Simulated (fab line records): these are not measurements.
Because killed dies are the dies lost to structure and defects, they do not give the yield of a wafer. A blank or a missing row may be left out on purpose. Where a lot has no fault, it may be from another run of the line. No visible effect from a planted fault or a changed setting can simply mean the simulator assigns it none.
Which tool was responsible? ; flow sky130 ; Sampling: 12 lots, 36 wafers, 4 of 708 route steps

WHAT THE GAUGES SHOWED, per wafer
SKY_VT_ADJUST_NCORE_CD_MEAS_07: the cd target is 380 nm. Usual: cd-nm reads 379.4 nm (standard deviation 2.4).
lot;measured;on;cd-nm (nm);flag
L966;day 8 21:50;cd-sem-01;377.4 378.5 378.2;
L968;day 9 09:32;cd-sem-01;375.9 376.4 376.8;
L970;day 9 22:03;cd-sem-01;382.8 381.9 381.7;
L971;day 10 08:07;cd-sem-02;377.1 375.4 376.6;
L972;day 10 14:10;cd-sem-01;377.7 377.2 378.3;
L973;day 10 20:50;cd-sem-02;380.8 381.3 383.3;
L976;day 11 20:46;cd-sem-01;380.7 378.4 379.2;
L977;day 12 07:05;cd-sem-01;381.7 381.5 381.8;
L979;day 12 22:19;cd-sem-02;380.5 377.0 380.8;
L984;day 14 05:30;cd-sem-01;378.3 380.9 381.6;
L988;day 15 09:45;cd-sem-02;380.7 379.4 380.1;
L989;day 15 16:07;cd-sem-02;381.4 381.1 381.4;

SKY_VT_ADJUST_NCORE_TW_MEAS_11. Usual: VT_ADJUST_NCORE_TW gives 221.1 (standard deviation 1.7).
lot;measured;on;VT_ADJUST_NCORE_TW;flag
L966;day 8 22:14;film-metro-02;218.9 219.4 219.8;
L968;day 9 09:56;film-metro-02;218.9 220.0 219.8;
L970;day 9 22:27;film-metro-04;224.1 224.1 224.2;
L971;day 10 08:29;film-metro-01;220.4 220.8 220.4;
L972;day 10 14:34;film-metro-01;219.5 220.6 221.4;
L973;day 10 21:42;film-metro-01;269.2 268.9 267.7 268.7 269.3 267.6;OFF
L976;day 11 21:29;film-metro-01;269.2 269.1 269.1 267.4 269.6 268.0;OFF
L977;day 12 07:29;film-metro-01;219.4 218.8 219.5;
L979;day 12 23:01;film-metro-01;267.8 267.5 267.8 266.9 267.9 268.1;OFF
L984;day 14 05:55;film-metro-04;221.4 222.8 224.2;
L988;day 15 10:10;film-metro-02;220.4 221.7 221.6;
L989;day 15 16:31;film-metro-02;221.1 218.4 220.5;

WHICH TOOL RAN EACH LOT (tool, then ch and the chambers of the sampled wafers, then the start)
lot;SKY_DNWELL_STRIP_08;SKY_VT_ADJUST_NCORE_IMPLANT_09
L966;plasma-asher-03 ch 0,1, day 3 08:09;implanter-01 ch 0, day 8 21:59
L968;plasma-asher-04 ch 0,1, day 3 15:59;implanter-02 ch 0, day 9 09:43
L970;plasma-asher-02 ch 0,1, day 4 02:15;implanter-02 ch 0, day 9 22:12
L971;plasma-asher-02 ch 0,1, day 4 09:00;implanter-01 ch 0, day 10 08:17
L972;plasma-asher-03 ch 0,1, day 4 16:03;implanter-02 ch 0, day 10 14:20
L973;plasma-asher-02 ch 0,1, day 4 20:34;implanter-03 ch 0, day 10 20:59
L976;plasma-asher-02 ch 0,1, day 5 15:18;implanter-03 ch 0, day 11 20:56
L977;plasma-asher-02 ch 0,1, day 5 20:08;implanter-01 ch 0, day 12 07:16
L979;plasma-asher-04 ch 0,1, day 6 07:20;implanter-01 ch 0, day 12 22:29
L984;plasma-asher-03 ch 0, day 7 06:36;implanter-01 ch 0, day 14 05:40
L988;plasma-asher-03 ch 0,1, day 8 02:21;implanter-03 ch 0, day 15 09:55
L989;plasma-asher-04 ch 0,1, day 8 06:01;implanter-01 ch 0, day 15 16:17
- SKY_DNWELL_STRIP_08: strips in O2/N2.
- SKY_VT_ADJUST_NCORE_IMPLANT_09

WHAT THE TOOLS THEMSELVES READ (means of the sampled wafers that have a number; where no wafer has one, the mark that the record gives instead)
SKY_DNWELL_STRIP_08. Usual: drypump-motor-current-A 5.8 A, standard deviation 0.6; oes-product-au 0.722 a.u., standard deviation 0.0048; strip-time-to-endpoint-s 36.96 s, standard deviation 0.1.
lot;tool;drypump-motor-current-A (A);oes-product-au (a.u.);strip-time-to-endpoint-s (s);flag
L966;plasma-asher-03;6.0;0.724;36.81;
L968;plasma-asher-04;6.1;0.725;37.09;
L970;plasma-asher-02;5.2;0.719;36.80;
L971;plasma-asher-02;5.2;0.720;37.01;
L972;plasma-asher-03;6.0;0.725;37.02;
L973;plasma-asher-02;5.7;0.722;36.99;
L976;plasma-asher-02;5.2;0.721;36.81;
L977;plasma-asher-02;5.2;0.720;37.00;
L979;plasma-asher-04;6.1;0.720;36.91;
L984;plasma-asher-03;5.6;0.726;36.99;
L988;plasma-asher-03;6.0;0.718;36.84;
L989;plasma-asher-04;6.3;0.720;36.91;

SKY_VT_ADJUST_NCORE_IMPLANT_09. Usual: end-station-pressure-torr reads 5.02e-06 Torr (standard deviation 2.5e-07).
lot;tool;end-station-pressure-torr (Torr);flag
L966;implanter-01;5.13e-06;
L968;implanter-02;5.04e-06;
L970;implanter-02;5.04e-06;
L971;implanter-01;5.12e-06;
L972;implanter-02;4.93e-06;
L973;implanter-03;4.95e-06;
L976;implanter-03;4.90e-06;
L977;implanter-01;5.30e-06;
L979;implanter-01;5.15e-06;
L984;implanter-01;4.94e-06;
L988;implanter-03;5.08e-06;
L989;implanter-01;4.82e-06;

THE ANSWER, worked out from the rows above alone
Rule: lot off if the mean of its wafers having a number is beyond 3 standard deviations from the usual mean. A lot without any number at a reading at which 4 lots or more have one is off too. All remaining lots with rows at the step are treated as sound. Order of review: gauges by route order, followed by the tools' own readings, for which a lot's mean as printed above is used. The first step at which some lot is off is used, and at that step the reading that is off furthest; a lot without a number counts as furthest.
Off: L973, L976, L979, seen at SKY_VT_ADJUST_NCORE_TW_MEAS_11 (VT_ADJUST_NCORE_TW).
If a tool, at a process step before that reading, ran all the lots that are off and no sound lot after the first of them, it fits. Gauges at SKY_VT_ADJUST_NCORE_TW_MEAS_11: tried the same way as those tools. Not one of the candidates tried fits.

WHAT HAD BEEN PUT IN BY THE SIMULATOR
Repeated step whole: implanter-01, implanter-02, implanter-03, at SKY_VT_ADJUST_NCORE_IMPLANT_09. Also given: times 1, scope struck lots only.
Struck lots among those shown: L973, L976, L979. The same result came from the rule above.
